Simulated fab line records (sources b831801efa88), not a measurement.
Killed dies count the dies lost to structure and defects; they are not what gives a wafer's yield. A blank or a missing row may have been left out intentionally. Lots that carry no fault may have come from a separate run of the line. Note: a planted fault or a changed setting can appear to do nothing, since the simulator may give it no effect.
What tool caused it? / flow gf180mcu / 6 lots with 18 wafers sampled at 4 steps, on a route of 602 steps

## WHAT EACH GAUGE READ, for each wafer
GF_VT_IMPLANT_RS_MEAS_48: measurement is done with a four-point probe.
lot=L169; measured=day 8 08:38; on=filmMetro-03; LVPWELL_RS (ohm/sq)=1193.4 1194.4 1194.7
lot=L172; measured=day 9 03:26; on=filmMetro-01; LVPWELL_RS (ohm/sq)=1192.5 1193.4 1191.6
lot=L174; measured=day 9 21:35; on=filmMetro-03; LVPWELL_RS (ohm/sq)=1193.3 1191.8 1190.4
lot=L180; measured=day 11 12:31; on=filmMetro-03; LVPWELL_RS (ohm/sq)=1189.7 1193.9 1191.3
lot=L186; measured=day 13 03:37; on=filmMetro-04; LVPWELL_RS (ohm/sq)=1252.8 1254.8 1256.3
lot=L189; measured=day 14 00:28; on=filmMetro-01; LVPWELL_RS (ohm/sq)=1195.7 1193.9 1193.2

## TOOL THAT RAN EACH LOT (tool first, then ch and the chambers of the sampled wafers, then the start)
lot=L169; GF_STI_ETCH_13=rieDiel-01 ch 0,2,3, day 2 16:53; GF_LVPWELL_IMPLANT_08=implanter-02 ch 0, day 4 13:49; GF_MVPSD_STRIP_10=plasmaAsher-01 ch 0,1, day 5 18:57
lot=L172; GF_STI_ETCH_13=rieDiel-01 ch 0,2,3, day 3 08:30; GF_LVPWELL_IMPLANT_08=implanter-04 ch 0, day 5 05:22; GF_MVPSD_STRIP_10=plasmaAsher-04 ch 0,1, day 6 11:33
lot=L174; GF_STI_ETCH_13=rieDiel-03 ch 1,2, day 3 18:42; GF_LVPWELL_IMPLANT_08=implanter-01 ch 0, day 5 20:07; GF_MVPSD_STRIP_10=plasmaAsher-04 ch 0,1, day 7 03:15
lot=L180; GF_STI_ETCH_13=rieDiel-02 ch 1,2, day 5 02:11; GF_LVPWELL_IMPLANT_08=implanter-01 ch 0, day 7 04:55; GF_MVPSD_STRIP_10=plasmaAsher-03 ch 0,1, day 8 13:36
lot=L186; GF_STI_ETCH_13=rieDiel-02 ch 1,2,3, day 6 08:07; GF_LVPWELL_IMPLANT_08=implanter-01 ch 0, day 8 12:41; GF_MVPSD_STRIP_10=plasmaAsher-03 ch 0,1, day 9 23:17
lot=L189; GF_STI_ETCH_13=rieDiel-02 ch 1,2,3, day 6 23:26; GF_LVPWELL_IMPLANT_08=implanter-04 ch 0, day 9 04:49; GF_MVPSD_STRIP_10=plasmaAsher-04 ch 0,1, day 10 17:48
- GF_STI_ETCH_13: etches the open film in CHF3/O2, stops on Si, target depth 282.31 nm, time 112.9 s.
- GF_LVPWELL_IMPLANT_08
- GF_MVPSD_STRIP_10: strips in O2/N2.

## THE ANSWER, worked out from the rows above alone
Rule: what is usual is taken from the lots themselves. Put in order of their means at a reading, lots are off if they are a third of the lots or fewer, leave a main group of 4 or more, and stand apart from it by a gap of 3 or more times the standard deviation of the main group's means; of several such gaps the widest counts. A main group whose means are all the same, to the digits that the tables above print for the reading, isn't used. Also off: a lot with no number at a reading for which 4 or more lots have one. The other lots that the step has rows for count as sound.
Off: at GF_VT_IMPLANT_RS_MEAS_48 (LVPWELL_RS), L186. Mean 1192.9 ohm/sq and standard deviation 1.1 in the main group.
If a tool, at a process step before that reading, ran all the lots that are off and no sound lot after the first of them, it fits. Gauges at GF_VT_IMPLANT_RS_MEAS_48: tried the same way as those tools. Can't be told from this: 3 tools fit, implanter-01 at GF_LVPWELL_IMPLANT_08, plasmaAsher-03 at GF_MVPSD_STRIP_10, filmMetro-04 at GF_VT_IMPLANT_RS_MEAS_48.

## WHAT THE SIMULATOR HAD INSERTED
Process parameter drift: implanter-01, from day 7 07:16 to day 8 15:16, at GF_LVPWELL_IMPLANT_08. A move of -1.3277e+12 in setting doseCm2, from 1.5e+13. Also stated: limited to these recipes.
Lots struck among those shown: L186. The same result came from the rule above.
